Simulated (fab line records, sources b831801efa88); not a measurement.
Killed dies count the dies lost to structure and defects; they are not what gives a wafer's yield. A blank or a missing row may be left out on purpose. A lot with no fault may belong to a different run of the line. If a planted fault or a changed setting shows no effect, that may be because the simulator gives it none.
Matching of chambers -- flow sky130 -- 4 sister chambers for SKY_POLY_GATE_ETCH_15 on rie-diel-03
The step etches BARC in N2/H2, stops on SiO2, time 118.5 s, target depth 110 nm. 8 wafers are shown with their chamber, then 7 later ones without.

WAFERS PAIRED WITH THEIR CHAMBERS
wafer,chamber,drypump-motor-current-A (A),throttle-valve-pct (%)
L392.3,0,5.5,13.217
L392.4,2,6.2,13.218
L392.5,3,5.7,13.222
L400.2,2,6.2,13.207
L400.3,0,5.6,13.226
L400.6,1,6.6,13.207
L402.1,3,5.7,13.208
L402.3,1,6.6,13.223

WAFERS WITHOUT THEIR CHAMBER
wafer,drypump-motor-current-A (A),throttle-valve-pct (%)
L402.6,5.7,13.200
L405.3,5.7,13.230
L405.4,6.6,13.212
L405.6,6.6,13.218
L406.2,5.5,13.200
L406.3,6.2,13.231
L406.5,5.7,13.212

CHAMBER TAKEN BY EACH
wafer,from the rows above,in truth
L402.6,3,3
L405.3,3,3
L405.4,1,1
L405.6,1,1
L406.2,0,0
L406.3,2,2
L406.5,3,3
Correct placement for 7 of the 7. Can't be placed from these rows: 0. 0 placed wrongly.
How it was worked out, from the rows above alone: a wafer's distance from a chamber is the root of the sum, over the readings, of the square of ((its reading less the chamber's mean) divided by the reading's scatter). The wafer belongs to the nearest chamber; if the next one is less than 2 further off, it can't be placed. Each chamber's mean is taken over the wafers shown for it. The scatter: the root of (the sum of the squares of (reading less its chamber's mean) over the shown wafers, divided by (wafers less chambers)).
